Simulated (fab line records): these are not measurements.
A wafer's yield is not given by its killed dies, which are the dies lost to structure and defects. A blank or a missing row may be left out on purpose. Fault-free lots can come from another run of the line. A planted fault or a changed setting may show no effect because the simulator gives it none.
Which tool did it? -- flow sky130 -- Sampling: 24 lots, 72 wafers, 6 of 708 route steps

## WHAT THE GAUGES READ, wafer by wafer
SKY_METAL2_CD_MEAS_15 targets a cd of 140 nm. Usual: 139.8 nm for cd_nm, sd 1.7.
lot,measured,on,cd_nm (nm),flag
L074,day 35 02:07,cd_sem-01,138.1 139.3 139.1,
L075,day 35 06:42,cd_sem-01,137.5 137.1 138.2,
L076,day 35 16:20,cd_sem-01,136.7 138.3 136.4,
L077,day 36 08:38,cd_sem-02,137.6 139.6 137.7,
L078,day 36 14:04,cd_sem-02,141.8 141.3 142.5,
L079,day 36 21:51,cd_sem-01,140.1 139.0 139.4,
L080,day 37 08:40,cd_sem-02,139.5 139.7 140.2,
L081,day 37 14:01,cd_sem-02,141.5 140.3 141.0,
L082,day 37 21:17,cd_sem-01,140.3 139.1 139.4,
L083,day 37 23:56,cd_sem-01,140.9 140.5 141.5,
L084,day 38 09:59,cd_sem-02,139.2 138.8 138.3,
L086,day 38 22:37,cd_sem-02,142.8 142.0 142.3,
L085,day 38 23:34,cd_sem-02,137.8 139.2 138.9,
L087,day 39 03:08,cd_sem-01,140.3 142.2 141.5,
L088,day 39 11:31,cd_sem-02,138.7 138.1 139.7,
L089,day 39 18:19,cd_sem-01,140.3 139.4 139.8,
L090,day 39 20:59,cd_sem-02,143.5 141.0 141.1,
L091,day 40 12:04,cd_sem-02,138.2 136.4 137.3,
L092,day 40 13:50,cd_sem-02,141.1 140.3 140.8,
L093,day 41 01:11,cd_sem-02,140.5 140.7 138.9,
L094,day 41 08:43,cd_sem-01,138.1 139.2 138.7,
L095,day 41 09:43,cd_sem-02,137.7 140.4 139.4,
L096,day 41 18:08,cd_sem-01,141.2 140.0 141.5,
L097,day 41 23:29,cd_sem-02,141.3 140.8 139.8,

SKY_VIA3_BOW_MEAS_03. Usual: VIA3_BOW 80 um, standard deviation 7.9.
lot,measured,on,VIA3_BOW (um),flag
L074,day 38 12:29,film_metro-04,92 75 88,
L075,day 38 17:07,film_metro-04,82 82 79,
L076,day 39 06:29,film_metro-03,83 85 76,
L077,day 39 16:41,film_metro-03,77 86 76,
L078,day 39 23:32,film_metro-03,92 95 80,
L079,day 40 05:41,film_metro-01,91 75 83,
L080,day 40 16:35,film_metro-04,83 73 70,
L081,day 40 22:04,film_metro-01,77 90 76,
L082,day 41 07:36,film_metro-04,74 73 84,
L083,day 41 10:30,film_metro-01,76 78 78,
L084,day 41 16:52,film_metro-01,69 79 83,
L086,day 42 04:26,film_metro-03,70 78 75,
L085,day 42 08:09,film_metro-04,93 101 88,
L087,day 42 11:31,film_metro-03,84 68 72,
L088,day 42 16:49,film_metro-04,89 81 95,
L089,day 42 23:44,film_metro-04,83 75 73,
L090,day 43 01:13,film_metro-04,72 92 85,
L091,day 43 15:07,film_metro-04,91 84 92,
L092,day 43 18:01,film_metro-01,78 79 68,
L093,day 44 04:17,film_metro-03,83 80 90,
L094,day 44 10:50,film_metro-01,68 69 78,
L095,day 44 12:05,film_metro-04,68 73 71,
L096,day 44 20:36,film_metro-03,76 84 75,
L097,day 45 01:19,film_metro-01,95 74 79,

SKY_METAL4_CD_MEAS_13 targets a cd of 300 nm. Usual: 300.2 nm for cd_nm, sd 1.6.
lot,measured,on,cd_nm (nm),flag
L074,day 41 17:04,cd_sem-02,301.4 300.1 300.7,
L075,day 41 19:12,cd_sem-01,300.7 300.6 300.4,
L076,day 42 09:13,cd_sem-01,301.8 300.9 302.7,
L077,day 42 19:03,cd_sem-01,300.9 301.5 300.2,
L078,day 43 00:50,cd_sem-02,300.8 300.4 301.5,
L079,day 43 06:53,cd_sem-01,299.5 298.5 298.2,
L080,day 43 19:10,cd_sem-02,299.6 298.8 302.0,
L081,day 43 22:29,cd_sem-02,299.2 299.0 299.4,
L082,day 44 06:47,cd_sem-02,301.3 299.8 300.2,
L083,day 44 09:56,cd_sem-02,297.9 298.2 297.9,
L084,day 44 15:44,cd_sem-02,302.4 302.9 302.8,
L086,day 45 02:41,cd_sem-01,300.3 300.0 299.7,
L085,day 45 05:34,cd_sem-02,298.2 298.6 299.9,
L087,day 45 09:30,cd_sem-01,295.6 295.4 296.4,
L088,day 45 13:55,cd_sem-02,298.9 300.2 298.6,
L089,day 45 21:11,cd_sem-02,302.0 302.1 301.3,
L090,day 45 21:47,cd_sem-01,302.2 300.8 302.9,
L091,day 46 10:25,cd_sem-02,301.8 300.9 301.2,
L092,day 46 13:42,cd_sem-01,299.8 298.2 299.6,
L093,day 46 21:09,cd_sem-01,300.7 301.3 300.5,
L094,day 47 03:53,cd_sem-02,299.9 300.8 301.2,
L095,day 47 05:13,cd_sem-01,302.4 301.6 302.6,
L096,day 47 13:09,cd_sem-02,298.3 299.8 300.8,
L097,day 47 17:16,cd_sem-02,299.9 298.6 298.9,

SKY_METAL4_OVL_MEAS_14. Usual: METAL4_OVL 4 nm, standard deviation 4.9.
lot,measured,on,METAL4_OVL (nm),flag
L074,day 41 17:11,overlay-01,4 8 4,
L075,day 41 19:19,overlay-01,3 8 8,
L076,day 42 09:19,overlay-01,7 8 9,
L077,day 42 19:10,overlay-02,-5 -1 -7,
L078,day 43 00:57,overlay-01,13 10 11,
L079,day 43 06:59,overlay-02,3 5 5,
L080,day 43 19:15,overlay-01,2 7 -1,
L081,day 43 22:36,overlay-02,3 6 5,
L082,day 44 06:54,overlay-01,0 -2 0,
L083,day 44 10:01,overlay-02,2 -3 0,
L084,day 44 15:50,overlay-02,11 2 10,
L086,day 45 02:48,overlay-01,4 5 -1,
L085,day 45 05:39,overlay-01,0 2 1,
L087,day 45 09:37,overlay-02,5 4 3,
L088,day 45 14:01,overlay-02,7 10 11,
L089,day 45 21:18,overlay-02,7 3 3,
L090,day 45 21:53,overlay-01,5 4 8,
L091,day 46 10:30,overlay-02,-1 -1 2,
L092,day 46 13:49,overlay-01,1 5 2,
L093,day 46 21:16,overlay-01,10 7 8,
L094,day 47 04:00,overlay-01,7 4 3,
L095,day 47 05:19,overlay-01,-5 -2 -4,
L096,day 47 13:15,overlay-01,9 8 9,
L097,day 47 17:23,overlay-02,0 -4 1,

## TOOL THAT RAN EACH LOT (tool first, then ch and the chambers of the sampled wafers, then the start)
lot,SKY_CONTACT_CMP_27,SKY_VIA3_ETCH_15
L074,"cmp-01 ch 0,1,3, day 31 14:11","rie_diel-04 ch 0,2, day 39 13:37"
L075,"cmp-02 ch 2,3, day 31 18:39","rie_diel-03 ch 0,3, day 39 16:31"
L076,"cmp-02 ch 2,3, day 32 06:13","rie_diel-01 ch 0,3, day 40 07:04"
L077,"cmp-02 ch 0,1, day 32 22:23","rie_diel-03 ch 2,3, day 40 17:01"
L078,"cmp-01 ch 2,3, day 33 04:23","rie_diel-03 ch 1,2,3, day 41 00:01"
L079,"cmp-01 ch 0,1,2, day 33 11:22","rie_diel-01 ch 0,1,3, day 41 06:19"
L080,"cmp-01 ch 1,2,3, day 33 22:53","rie_diel-03 ch 0,1, day 41 17:37"
L081,"cmp-01 ch 0,2,3, day 34 04:06","rie_diel-01 ch 1,2,3, day 41 22:16"
L082,"cmp-01 ch 0,2, day 34 11:07","rie_diel-04 ch 0,2,3, day 42 07:16"
L083,"cmp-01 ch 2,3, day 34 15:08","rie_diel-03 ch 1,2, day 42 10:34"
L084,"cmp-02 ch 0,1, day 35 01:04","rie_diel-04 ch 2,3, day 42 16:19"
L086,"cmp-01 ch 0,1,2, day 35 13:03","rie_diel-01 ch 1,2, day 43 03:53"
L085,"cmp-02 ch 0,2,3, day 35 13:24","rie_diel-03 ch 1,3, day 43 07:47"
L087,"cmp-01 ch 0,1, day 35 19:00","rie_diel-03 ch 1,2, day 43 11:01"
L088,"cmp-02 ch 0,1,3, day 36 01:25","rie_diel-04 ch 0,1,2, day 43 15:46"
L089,"cmp-02 ch 0,1,2, day 36 11:39","rie_diel-01 ch 0,1,2, day 43 22:37"
L090,"cmp-02 ch 1,3, day 36 13:14","rie_diel-03 ch 1,3, day 44 00:07"
L091,"cmp-02 ch 1,2,3, day 37 05:18","rie_diel-03 ch 0,3, day 44 13:40"
L092,"cmp-02 ch 1,2, day 37 07:37","rie_diel-04 ch 0,1,3, day 44 17:02"
L093,"cmp-02 ch 0,1,2, day 37 18:36","rie_diel-04 ch 0,1,3, day 45 02:01"
L094,"cmp-02 ch 0,1,3, day 37 23:43","rie_diel-03 ch 1,2,3, day 45 08:40"
L095,"cmp-02 ch 0,3, day 38 05:54","rie_diel-01 ch 0,1,3, day 45 10:04"
L096,"cmp-02 ch 0,1,2, day 38 14:44","rie_diel-01 ch 1,2,3, day 45 18:16"
L097,"cmp-02 ch 0,2,3, day 38 19:37","rie_diel-03 ch 0,1,2, day 45 23:20"
- SKY_CONTACT_CMP_27: polishes, stops on SiO2, t overpolish 15 s, target thk 0 nm.
- SKY_VIA3_ETCH_15: etches SiO2 in C4F8/O2/Ar, stops on TiN, target depth 507 nm, time 78 s.

## WHAT THE TOOLS THEMSELVES READ (means of the sampled wafers that have a number; where no wafer has one, the mark that the record gives instead)
SKY_CONTACT_CMP_27. Usual: motor_current_A 11.9 A, standard deviation 1.2; overpolish_run_s 15.001 s, standard deviation 0.0092; time_to_endpoint_s 81 s, standard deviation 3.3.
lot,tool,motor_current_A (A),overpolish_run_s (s),time_to_endpoint_s (s),flag
L074,cmp-01,12.3,14.995,79,
L075,cmp-02,12.2,15.013,84,
L076,cmp-02,12.1,14.992,80,
L077,cmp-02,10.8,15.002,83,
L078,cmp-01,10.4,15.005,80,
L079,cmp-01,13.2,14.989,83,
L080,cmp-01,11.9,15.000,79,
L081,cmp-01,11.2,15.002,81,
L082,cmp-01,12.2,14.990,87,
L083,cmp-01,10.9,15.002,80,
L084,cmp-02,11.0,14.998,82,
L086,cmp-01,13.0,15.002,79,
L085,cmp-02,12.2,15.013,82,
L087,cmp-01,13.2,14.999,82,
L088,cmp-02,11.7,14.994,83,
L089,cmp-02,11.7,14.999,83,
L090,cmp-02,11.4,14.998,80,
L091,cmp-02,12.0,15.003,86,
L092,cmp-02,11.8,15.005,83,
L093,cmp-02,11.2,15.004,80,
L094,cmp-02,11.5,14.997,79,
L095,cmp-02,12.0,14.999,81,
L096,cmp-02,11.4,15.000,82,
L097,cmp-02,11.8,14.994,79,

SKY_VIA3_ETCH_15. Usual: 0.957 a.u. for oes_product_au, sd 0.0048.
lot,tool,oes_product_au (a.u.),flag
L074,rie_diel-04,0.958,
L075,rie_diel-03,0.952,
L076,rie_diel-01,0.956,
L077,rie_diel-03,0.959,
L078,rie_diel-03,0.959,
L079,rie_diel-01,0.957,
L080,rie_diel-03,0.954,
L081,rie_diel-01,0.957,
L082,rie_diel-04,0.958,
L083,rie_diel-03,0.959,
L084,rie_diel-04,0.956,
L086,rie_diel-01,0.950,
L085,rie_diel-03,0.960,
L087,rie_diel-03,0.960,
L088,rie_diel-04,0.951,
L089,rie_diel-01,0.960,
L090,rie_diel-03,0.957,
L091,rie_diel-03,0.959,
L092,rie_diel-04,0.953,
L093,rie_diel-04,0.955,
L094,rie_diel-03,0.953,
L095,rie_diel-01,0.960,
L096,rie_diel-01,0.961,
L097,rie_diel-03,0.961,

## THE ANSWER, worked out from the rows above alone
Rule: lot off if the mean of its wafers having a number is beyond 3 standard deviations from the usual mean. Also off: a lot with no number at a reading for which 4 or more lots have one. Any other lot the step has rows for is counted as sound. First the gauges in route order, then the tools' own readings, where a lot's mean is used as printed above. The first step at which some lot is off is used, and at that step the reading that is off furthest; a lot without a number counts as furthest.
No lot is off on any of the readings shown, so nothing can be concluded from this.

## WHAT THE SIMULATOR HAD PUT IN
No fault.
